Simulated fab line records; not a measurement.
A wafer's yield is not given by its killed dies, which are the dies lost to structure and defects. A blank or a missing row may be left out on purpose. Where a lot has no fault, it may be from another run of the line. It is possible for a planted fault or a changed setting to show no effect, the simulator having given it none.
Which tool is to blame? | flow sky130 | 13 lots, 39 wafers sampled, at 5 steps of a route of 708

== WHAT THE GAUGES SHOWED, per wafer ==
SKY_VT_ADJUST_LVTN_OVL_MEAS_07.
lot  | measured     | on         | VT_ADJUST_LVTN_OVL (nm)
L151 | day 7 13:34  | overlay-01 | 0.2 0.4 -0.6
L153 | day 8 09:17  | overlay-02 | -1.8 -1.8 -3.6
L154 | day 8 10:26  | overlay-01 | -1.6 -3.8 -3.0
L159 | day 9 08:32  | overlay-01 | - - -
L160 | day 9 17:13  | overlay-02 | -3.3 -1.8 -3.9
L161 | day 10 02:10 | overlay-01 | 1.8 1.0 0.6
L163 | day 10 08:37 | overlay-02 | - - -
L165 | day 11 01:16 | overlay-02 | 0.1 -2.2 -0.9
L166 | day 11 09:19 | overlay-01 | -0.3 -3.1 -1.5
L167 | day 11 11:27 | overlay-02 | 0.3 0.7 0.4
L171 | day 13 02:44 | overlay-02 | -1.5 -0.6 -0.2
L172 | day 13 05:01 | overlay-02 | -2.5 -2.2 -0.6
L173 | day 13 06:29 | overlay-02 | 2.1 1.0 1.6

SKY_POLY_GATE_CD_MEAS_22.
lot  | measured     | on        | cd_nm (nm)
L151 | day 17 06:49 | cd_sem-02 | 148.1 148.4 150.5
L153 | day 18 12:13 | cd_sem-02 | 152.0 150.2 150.3
L154 | day 18 20:58 | cd_sem-02 | 151.1 150.7 154.3
L159 | day 19 22:01 | cd_sem-02 | 150.4 150.4 148.5
L160 | day 20 09:26 | cd_sem-02 | 150.7 149.9 151.7
L161 | day 21 00:13 | cd_sem-01 | 148.3 148.3 147.8
L163 | day 21 07:50 | cd_sem-01 | 150.0 150.4 147.8
L165 | day 22 02:35 | cd_sem-02 | 150.1 150.9 151.4
L166 | day 22 10:58 | cd_sem-01 | 150.4 150.3 150.8
L167 | day 22 13:56 | cd_sem-01 | 150.9 151.4 148.9
L171 | day 24 11:35 | cd_sem-01 | 149.1 148.2 151.3
L172 | day 24 17:04 | cd_sem-02 | 147.4 149.9 148.2
L173 | day 24 19:37 | cd_sem-02 | 148.3 146.8 148.8

SKY_LI_CONTACT_BOW_MEAS_03.
lot  | measured     | on            | LI_CONTACT_BOW (um)
L151 | day 28 18:18 | film_metro-01 | 51 61 48
L153 | day 29 20:09 | film_metro-04 | 57 64 59
L154 | day 30 03:31 | film_metro-04 | 53 47 44
L159 | day 31 01:14 | film_metro-04 | 57 62 56
L160 | day 31 12:22 | film_metro-01 | 63 55 53
L161 | day 32 03:43 | film_metro-01 | 45 61 53
L163 | day 32 07:22 | film_metro-01 | 53 57 64
L165 | day 34 00:24 | film_metro-02 | 52 49 52
L166 | day 34 00:42 | film_metro-01 | 42 56 49
L167 | day 34 00:27 | film_metro-04 | 50 52 67
L171 | day 35 02:26 | film_metro-01 | 45 60 49
L172 | day 35 08:08 | film_metro-01 | 55 70 54
L173 | day 35 10:26 | film_metro-04 | 49 53 64

== WHICH TOOL RAN EACH LOT (tool, then ch and the chambers of the sampled wafers, then the start) ==
lot  | SKY_VT_ADJUST_LVTN_DEVELOP_06     | SKY_LI_CONTACT_CMP_02
L151 | litho_track-02 ch 0, day 7 13:00  | cmp-02 ch 0,2, day 28 18:03
L153 | litho_track-01 ch 0, day 8 09:00  | cmp-01 ch 0,2,3, day 29 19:51
L154 | litho_track-01 ch 0, day 8 10:00  | cmp-01 ch 0,2,3, day 30 03:12
L159 | litho_track-04 ch 0, day 9 08:00  | cmp-02 ch 0,3, day 31 00:57
L160 | litho_track-02 ch 0, day 9 17:00  | cmp-01 ch 0,2,3, day 31 12:07
L161 | litho_track-02 ch 0, day 10 02:00 | cmp-01 ch 2,3, day 32 03:25
L163 | litho_track-04 ch 0, day 10 08:00 | cmp-01 ch 0,2,3, day 32 07:04
L165 | litho_track-02 ch 0, day 11 01:00 | cmp-01 ch 1,2,3, day 34 00:06
L166 | litho_track-02 ch 0, day 11 09:00 | cmp-01 ch 0,2,3, day 34 00:24
L167 | litho_track-01 ch 0, day 11 11:00 | cmp-02 ch 0,1, day 34 00:10
L171 | litho_track-01 ch 0, day 13 02:00 | cmp-01 ch 2,3, day 35 02:07
L172 | litho_track-02 ch 0, day 13 04:00 | cmp-01 ch 0,3, day 35 07:50
L173 | litho_track-01 ch 0, day 13 06:00 | cmp-01 ch 2,3, day 35 10:10
- SKY_VT_ADJUST_LVTN_DEVELOP_06: develop time 60 s.
- SKY_LI_CONTACT_CMP_02: polishes PSG.

== AS READ BY THE TOOLS THEMSELVES (means over the sampled wafers that have a number; for cases with no such wafer, the mark the record gives instead) ==
SKY_VT_ADJUST_LVTN_DEVELOP_06.
lot  | tool           | chill_plate_temp_C (C)
L151 | litho_track-02 | 22.93
L153 | litho_track-01 | 23.11
L154 | litho_track-01 | 23.00
L159 | litho_track-04 | 23.07
L160 | litho_track-02 | 23.02
L161 | litho_track-02 | 23.01
L163 | litho_track-04 | 23.13
L165 | litho_track-02 | 22.84
L166 | litho_track-02 | 23.09
L167 | litho_track-01 | 22.97
L171 | litho_track-01 | 22.90
L172 | litho_track-02 | 23.00
L173 | litho_track-01 | 23.06

SKY_LI_CONTACT_CMP_02.
lot  | tool   | motor_current_A (A) | time_to_endpoint_s (s)
L151 | cmp-02 | 11.7                | 31.4
L153 | cmp-01 | 11.6                | 35.8
L154 | cmp-01 | 11.8                | 32.9
L159 | cmp-02 | 12.0                | 35.0
L160 | cmp-01 | 11.7                | 34.1
L161 | cmp-01 | 11.7                | 33.0
L163 | cmp-01 | 11.7                | 30.5
L165 | cmp-01 | 12.7                | 30.3
L166 | cmp-01 | 11.4                | 33.2
L167 | cmp-02 | 12.2                | 36.8
L171 | cmp-01 | 11.5                | 31.3
L172 | cmp-01 | 11.5                | 29.0
L173 | cmp-01 | 12.3                | 29.6

== THE ANSWER, worked out from the rows above alone ==
Rule: usual is defined by the lots themselves. The widest of any qualifying gaps counts: lots, ordered by their means at a reading, are off when they make up no more than a third of the lots, leave a main group of 4 or more, and stand apart from it by 3 or more times the standard deviation of that group's means. A main group is skipped when, at the precision printed for the reading in the tables above, its means are all equal. Also off: a lot with no number at a reading for which 4 or more lots have one. Where the step has rows for the other lots, those lots are counted as sound. Order of review: gauges by route order, followed by the tools' own readings, for which a lot's mean as printed above is used. At the first step where some lot is off, the reading lying furthest off is the one used; lots without a number count as furthest.
Off: at SKY_VT_ADJUST_LVTN_OVL_MEAS_07 (VT_ADJUST_LVTN_OVL), L159, L163. Without a number there: L159, L163. Main group: mean -0.9 nm, sd 1.5.
If a tool, at a process step before that reading, ran all the lots that are off and no sound lot after the first of them, it fits. Those tools and the gauges at SKY_VT_ADJUST_LVTN_OVL_MEAS_07 are tried in the same way. One candidate fits, namely litho_track-04 at SKY_VT_ADJUST_LVTN_DEVELOP_06. It ran no sound lot before its first lot that is off in this sample, so the start can't be narrowed down.

== WHAT WAS PUT IN BY THE SIMULATOR ==
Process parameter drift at SKY_VT_ADJUST_LVTN_DEVELOP_06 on litho_track-04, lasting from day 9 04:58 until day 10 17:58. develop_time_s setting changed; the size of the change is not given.
Shown lots that were struck: L159, L163. The rule above reached the same finding.
